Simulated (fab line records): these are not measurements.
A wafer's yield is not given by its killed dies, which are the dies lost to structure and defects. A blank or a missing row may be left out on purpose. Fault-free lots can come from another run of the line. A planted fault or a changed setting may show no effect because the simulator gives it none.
Which tool did it? -- flow sky130 -- 15 lots with 45 wafers sampled at 3 steps, on a route of 708 steps

## WHAT THE GAUGES READ, wafer by wafer
SKY_CAPM_OVL_MEAS_12. Usual: for CAPM_OVL the level is -0.5 nm and the standard deviation is 1.2.
lot,measured,on,CAPM_OVL (nm),flag
L149,day 38 01:46,overlay-02,0.0 -2.6 -0.4,
L150,day 38 06:08,overlay-01,-0.1 -0.3 0.4,
L151,day 39 02:34,overlay-01,-0.2 0.4 0.8,
L154,day 40 09:04,overlay-02,-0.8 0.9 1.5,
L155,day 40 23:47,overlay-01,0.1 -0.9 0.0,
L156,day 41 02:05,overlay-01,-0.6 -0.6 -0.9,
L159,day 41 05:12,overlay-02,-1.6 0.4 -1.4,
L160,day 41 23:05,overlay-01,-0.4 -2.1 -2.1,
L163,day 42 08:49,overlay-02,-1.6 -0.9 -1.2,
L164,day 42 23:59,overlay-01,1.3 0.1 0.8,
L165,day 43 02:04,overlay-01,-2.0 -2.2 -3.1,
L166,day 43 05:41,overlay-01,0.0 -0.8 -0.4,
L168,day 43 10:05,overlay-02,-2.5 -0.6 -1.1,
L170,day 44 05:40,overlay-02,0.5 -0.5 0.4,
L171,day 44 09:54,overlay-01,-2.2 -0.7 -0.4,

## WHICH TOOL RAN EACH LOT (tool, then ch and the chambers of the sampled wafers, then the start)
lot,SKY_VIA2_CVD_21,SKY_VIA2_CMP_24
L149,"cvdW-01 ch 0,1, day 37 00:35","cmp-02 ch 1,2,3, day 37 00:56"
L150,"cvdW-02 ch 0,1, day 37 04:38","cmp-01 ch 2,3, day 37 04:57"
L151,"cvdW-01 ch 1, day 38 00:34","cmp-02 ch 0,1,3, day 38 00:55"
L154,"cvdW-02 ch 0,1, day 39 06:18","cmp-01 ch 0,1,2, day 39 06:40"
L155,"cvdW-02 ch 0,1, day 39 22:49","cmp-01 ch 0,2,3, day 39 23:11"
L156,"cvdW-02 ch 0,1, day 40 01:18","cmp-01 ch 1,2, day 40 01:37"
L159,"cvdW-01 ch 0,1, day 40 04:44","cmp-01 ch 1,2,3, day 40 05:00"
L160,"cvdW-01 ch 0,1, day 40 22:20","cmp-02 ch 0,1,2, day 40 22:41"
L163,"cvdW-01 ch 0,1, day 41 09:03","cmp-02 ch 1,2,3, day 41 09:25"
L164,"cvdW-02 ch 0,1, day 41 22:41","cmp-02 ch 0,1,2, day 41 23:00"
L165,"cvdW-02 ch 0,1, day 42 01:00","cmp-01 ch 1,2, day 42 01:19"
L166,"cvdW-01 ch 0, day 42 04:21","cmp-01 ch 0,1,2, day 42 04:43"
L168,"cvdW-01 ch 0,1, day 42 09:09","cmp-01 ch 0,2,3, day 42 09:37"
L170,"cvdW-02 ch 0,1, day 43 05:39","cmp-02 ch 0,1,2, day 43 06:18"
L171,"cvdW-01 ch 0,1, day 43 10:05","cmp-02 ch 0,2,3, day 43 10:29"
- SKY_VIA2_CVD_21: deposits W, target thk 420 nm, time 126.4 s.
- SKY_VIA2_CMP_24: polishes, stops on SiO2, t overpolish 20 s, target thk 0 nm.

## WHAT THE TOOLS THEMSELVES READ (means of the sampled wafers that have a number; where no wafer has one, the mark that the record gives instead)
SKY_VIA2_CVD_21. Usual: heaterPowerW 800 W, standard deviation 43; susceptorTempC 400.04 C, standard deviation 0.22.
lot,tool,heaterPowerW (W),susceptorTempC (C),flag
L149,cvdW-01,803,399.84,
L150,cvdW-02,829,400.10,
L151,cvdW-01,843,400.08,
L154,cvdW-02,760,400.00,
L155,cvdW-02,770,399.90,
L156,cvdW-02,765,400.22,
L159,cvdW-01,818,400.13,
L160,cvdW-01,826,399.94,
L163,cvdW-01,804,400.14,
L164,cvdW-02,792,399.75,
L165,cvdW-02,766,400.10,
L166,cvdW-01,775,399.82,
L168,cvdW-01,802,399.86,
L170,cvdW-02,784,399.90,
L171,cvdW-01,837,399.79,

SKY_VIA2_CMP_24. Usual: motorCurrentA 11.5 A, standard deviation 1.3; overpolishRunS 19.999 s, standard deviation 0.01; timeToEndpointS 102 s, standard deviation 4.5.
lot,tool,motorCurrentA (A),overpolishRunS (s),timeToEndpointS (s),flag
L149,cmp-02,12.3,20.001,102,
L150,cmp-01,10.4,20.006,108,
L151,cmp-02,12.3,19.999,103,
L154,cmp-01,11.5,19.983,95,
L155,cmp-01,10.1,19.989,104,
L156,cmp-01,12.4,20.002,104,
L159,cmp-01,11.2,19.998,101,
L160,cmp-02,12.3,19.999,99,
L163,cmp-02,12.4,19.994,97,
L164,cmp-02,11.9,20.001,99,
L165,cmp-01,12.1,20.013,109,
L166,cmp-01,11.3,20.002,103,
L168,cmp-01,10.4,20.004,108,
L170,cmp-02,12.2,20.005,102,
L171,cmp-02,11.7,19.995,100,

## THE ANSWER, worked out from the rows above alone
Rule: a lot counts as off when the mean over its wafers that have a number is more than 3 standard deviations away from the usual mean. A lot without any number at a reading at which 4 lots or more have one is off too. Where the step has rows for the other lots, those lots are counted as sound. First the gauges in route order, then the tools' own readings, where a lot's mean is used as printed above. The first step at which some lot is off is used, and at that step the reading that is off furthest; a lot without a number counts as furthest.
Nothing can be told from this: no lot is off at any reading shown.

## WHAT THE SIMULATOR PUT IN
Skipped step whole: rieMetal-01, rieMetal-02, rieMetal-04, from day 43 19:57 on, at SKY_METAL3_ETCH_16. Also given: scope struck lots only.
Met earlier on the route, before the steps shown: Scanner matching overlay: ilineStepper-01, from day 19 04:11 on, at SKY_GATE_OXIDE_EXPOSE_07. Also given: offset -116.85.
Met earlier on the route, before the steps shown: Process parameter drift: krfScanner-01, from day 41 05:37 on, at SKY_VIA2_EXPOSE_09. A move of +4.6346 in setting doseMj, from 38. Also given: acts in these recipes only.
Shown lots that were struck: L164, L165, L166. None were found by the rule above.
